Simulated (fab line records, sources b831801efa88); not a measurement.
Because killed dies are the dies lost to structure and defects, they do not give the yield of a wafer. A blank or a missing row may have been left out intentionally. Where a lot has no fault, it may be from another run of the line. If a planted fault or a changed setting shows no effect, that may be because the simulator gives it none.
The tool behind it: which one? || flow gf180mcu || 32 wafers from 11 lots sampled at 3 of the route's 602 steps

WHAT THE GAUGES SHOWED, per wafer
GF_V3_THK_MEAS_01. Usual: V3_CVD_00_THK 598 nm, standard deviation 5.8.
{"lot": "L809", "measured": "day 21 11:49", "on": "film metro-02", "V3_CVD_00_THK (nm)": "604 595 603", "flag": ""}
{"lot": "L810", "measured": "day 22 01:29", "on": "film metro-01", "V3_CVD_00_THK (nm)": "597 604 597", "flag": ""}
{"lot": "L820", "measured": "day 25 13:35", "on": "film metro-02", "V3_CVD_00_THK (nm)": "606 605", "flag": ""}
{"lot": "L824", "measured": "day 26 17:37", "on": "film metro-04", "V3_CVD_00_THK (nm)": "601 597 601", "flag": ""}
{"lot": "L825", "measured": "day 27 02:38", "on": "film metro-01", "V3_CVD_00_THK (nm)": "603 593 593", "flag": ""}
{"lot": "L826", "measured": "day 27 06:23", "on": "film metro-04", "V3_CVD_00_THK (nm)": "609 597 601", "flag": ""}
{"lot": "L828", "measured": "day 28 01:06", "on": "film metro-02", "V3_CVD_00_THK (nm)": "607 599 601", "flag": ""}
{"lot": "L829", "measured": "day 28 04:58", "on": "film metro-01", "V3_CVD_00_THK (nm)": "602 604 599", "flag": ""}
{"lot": "L831", "measured": "day 28 16:38", "on": "film metro-04", "V3_CVD_00_THK (nm)": "596 607 597", "flag": ""}
{"lot": "L830", "measured": "day 28 20:45", "on": "film metro-01", "V3_CVD_00_THK (nm)": "596 598 601", "flag": ""}
{"lot": "L832", "measured": "day 29 02:16", "on": "film metro-02", "V3_CVD_00_THK (nm)": "596 595 610", "flag": ""}

EACH LOT AND THE TOOL THAT RAN IT (in order: tool; ch and the chambers of the sampled wafers; start)
{"lot": "L809", "GF_V2_ETCH_16": "rie diel-04 ch 0,2, day 20 09:38", "GF_V2_STRIP_18": "plasma asher-04 ch 0,1, day 20 09:46"}
{"lot": "L810", "GF_V2_ETCH_16": "rie diel-04 ch 1,2, day 20 22:44", "GF_V2_STRIP_18": "plasma asher-04 ch 0,1, day 20 22:52"}
{"lot": "L820", "GF_V2_ETCH_16": "rie diel-02 ch 2,3, day 24 12:53", "GF_V2_STRIP_18": "plasma asher-02 ch 0,1, day 24 13:04"}
{"lot": "L824", "GF_V2_ETCH_16": "rie diel-02 ch 0,2,3, day 25 18:20", "GF_V2_STRIP_18": "plasma asher-03 ch 0, day 25 18:28"}
{"lot": "L825", "GF_V2_ETCH_16": "rie diel-03 ch 0,1,2, day 26 03:16", "GF_V2_STRIP_18": "plasma asher-04 ch 0,1, day 26 03:23"}
{"lot": "L826", "GF_V2_ETCH_16": "rie diel-04 ch 1,2,3, day 26 07:02", "GF_V2_STRIP_18": "plasma asher-02 ch 0,1, day 26 07:12"}
{"lot": "L828", "GF_V2_ETCH_16": "rie diel-03 ch 1,2,3, day 27 01:44", "GF_V2_STRIP_18": "plasma asher-03 ch 0,1, day 27 01:52"}
{"lot": "L829", "GF_V2_ETCH_16": "rie diel-03 ch 0,1,2, day 27 06:58", "GF_V2_STRIP_18": "plasma asher-02 ch 0,1, day 27 07:08"}
{"lot": "L831", "GF_V2_ETCH_16": "rie diel-02 ch 0,1,2, day 27 19:05", "GF_V2_STRIP_18": "plasma asher-03 ch 0,1, day 27 19:13"}
{"lot": "L830", "GF_V2_ETCH_16": "rie diel-02 ch 0,1, day 27 22:58", "GF_V2_STRIP_18": "plasma asher-03 ch 0,1, day 27 23:05"}
{"lot": "L832", "GF_V2_ETCH_16": "rie diel-02 ch 0,1, day 28 04:44", "GF_V2_STRIP_18": "plasma asher-04 ch 0,1, day 28 04:52"}
- GF_V2_ETCH_16: etches BARC in N2/H2.
- GF_V2_STRIP_18: strips in O2/N2.

AS READ BY THE TOOLS THEMSELVES (means over the sampled wafers that have a number; for cases with no such wafer, the mark the record gives instead)
GF_V2_ETCH_16. Usual: drypump motor current A 5.9 A, standard deviation 0.3; oes product au 0.855 a.u., standard deviation 0.0044; throttle valve pct 13.224 %, standard deviation 0.0092.
{"lot": "L809", "tool": "rie diel-04", "drypump motor current A (A)": 6.0, "oes product au (a.u.)": 0.856, "throttle valve pct (%)": 13.228, "flag": ""}
{"lot": "L810", "tool": "rie diel-04", "drypump motor current A (A)": 6.1, "oes product au (a.u.)": 0.851, "throttle valve pct (%)": 13.225, "flag": ""}
{"lot": "L820", "tool": "rie diel-02", "drypump motor current A (A)": 6.0, "oes product au (a.u.)": 0.855, "throttle valve pct (%)": 13.221, "flag": ""}
{"lot": "L824", "tool": "rie diel-02", "drypump motor current A (A)": 6.1, "oes product au (a.u.)": 0.851, "throttle valve pct (%)": 13.218, "flag": ""}
{"lot": "L825", "tool": "rie diel-03", "drypump motor current A (A)": 5.6, "oes product au (a.u.)": 0.853, "throttle valve pct (%)": 13.220, "flag": ""}
{"lot": "L826", "tool": "rie diel-04", "drypump motor current A (A)": 6.2, "oes product au (a.u.)": 0.851, "throttle valve pct (%)": 13.224, "flag": ""}
{"lot": "L828", "tool": "rie diel-03", "drypump motor current A (A)": 5.6, "oes product au (a.u.)": 0.854, "throttle valve pct (%)": 13.218, "flag": ""}
{"lot": "L829", "tool": "rie diel-03", "drypump motor current A (A)": 5.6, "oes product au (a.u.)": 0.854, "throttle valve pct (%)": 13.238, "flag": ""}
{"lot": "L831", "tool": "rie diel-02", "drypump motor current A (A)": 6.1, "oes product au (a.u.)": 0.858, "throttle valve pct (%)": 13.221, "flag": ""}
{"lot": "L830", "tool": "rie diel-02", "drypump motor current A (A)": 5.9, "oes product au (a.u.)": 0.857, "throttle valve pct (%)": 13.217, "flag": ""}
{"lot": "L832", "tool": "rie diel-02", "drypump motor current A (A)": 5.9, "oes product au (a.u.)": 0.854, "throttle valve pct (%)": 13.217, "flag": ""}

GF_V2_STRIP_18. Usual: drypump motor current A 5.81 A, standard deviation 0.21; heater power w 348 W, standard deviation 16; o2 flow sccm 2999 sccm, standard deviation 9; oes product au 0.593 a.u., standard deviation 0.0048.
{"lot": "L809", "tool": "plasma asher-04", "drypump motor current A (A)": 5.80, "heater power w (W)": 358, "o2 flow sccm (sccm)": 2996, "oes product au (a.u.)": 0.594, "flag": ""}
{"lot": "L810", "tool": "plasma asher-04", "drypump motor current A (A)": 5.78, "heater power w (W)": 362, "o2 flow sccm (sccm)": 3000, "oes product au (a.u.)": 0.589, "flag": ""}
{"lot": "L820", "tool": "plasma asher-02", "drypump motor current A (A)": 5.95, "heater power w (W)": 346, "o2 flow sccm (sccm)": 2994, "oes product au (a.u.)": 0.596, "flag": ""}
{"lot": "L824", "tool": "plasma asher-03", "drypump motor current A (A)": 5.82, "heater power w (W)": 351, "o2 flow sccm (sccm)": 2994, "oes product au (a.u.)": 0.592, "flag": ""}
{"lot": "L825", "tool": "plasma asher-04", "drypump motor current A (A)": 5.62, "heater power w (W)": 362, "o2 flow sccm (sccm)": 2995, "oes product au (a.u.)": 0.591, "flag": ""}
{"lot": "L826", "tool": "plasma asher-02", "drypump motor current A (A)": 5.91, "heater power w (W)": 334, "o2 flow sccm (sccm)": 3000, "oes product au (a.u.)": 0.592, "flag": ""}
{"lot": "L828", "tool": "plasma asher-03", "drypump motor current A (A)": 5.75, "heater power w (W)": 339, "o2 flow sccm (sccm)": 3004, "oes product au (a.u.)": 0.597, "flag": ""}
{"lot": "L829", "tool": "plasma asher-02", "drypump motor current A (A)": 6.02, "heater power w (W)": 350, "o2 flow sccm (sccm)": 3009, "oes product au (a.u.)": 0.595, "flag": ""}
{"lot": "L831", "tool": "plasma asher-03", "drypump motor current A (A)": 5.67, "heater power w (W)": 331, "o2 flow sccm (sccm)": 3000, "oes product au (a.u.)": 0.595, "flag": ""}
{"lot": "L830", "tool": "plasma asher-03", "drypump motor current A (A)": 5.65, "heater power w (W)": 335, "o2 flow sccm (sccm)": 3004, "oes product au (a.u.)": 0.593, "flag": ""}
{"lot": "L832", "tool": "plasma asher-04", "drypump motor current A (A)": 5.78, "heater power w (W)": 358, "o2 flow sccm (sccm)": 2993, "oes product au (a.u.)": 0.592, "flag": ""}

THE ANSWER, worked out from the rows above alone
Rule: lot off if the mean of its wafers having a number is beyond 3 standard deviations from the usual mean. Also off: a lot with no number at a reading for which 4 or more lots have one. Any other lot the step has rows for is counted as sound. Order of review: gauges by route order, followed by the tools' own readings, for which a lot's mean as printed above is used. At the first step where some lot is off, the reading lying furthest off is the one used; lots without a number count as furthest.
No lot is off at any reading shown: from this, nothing can be told.

WHAT WAS PUT IN BY THE SIMULATOR
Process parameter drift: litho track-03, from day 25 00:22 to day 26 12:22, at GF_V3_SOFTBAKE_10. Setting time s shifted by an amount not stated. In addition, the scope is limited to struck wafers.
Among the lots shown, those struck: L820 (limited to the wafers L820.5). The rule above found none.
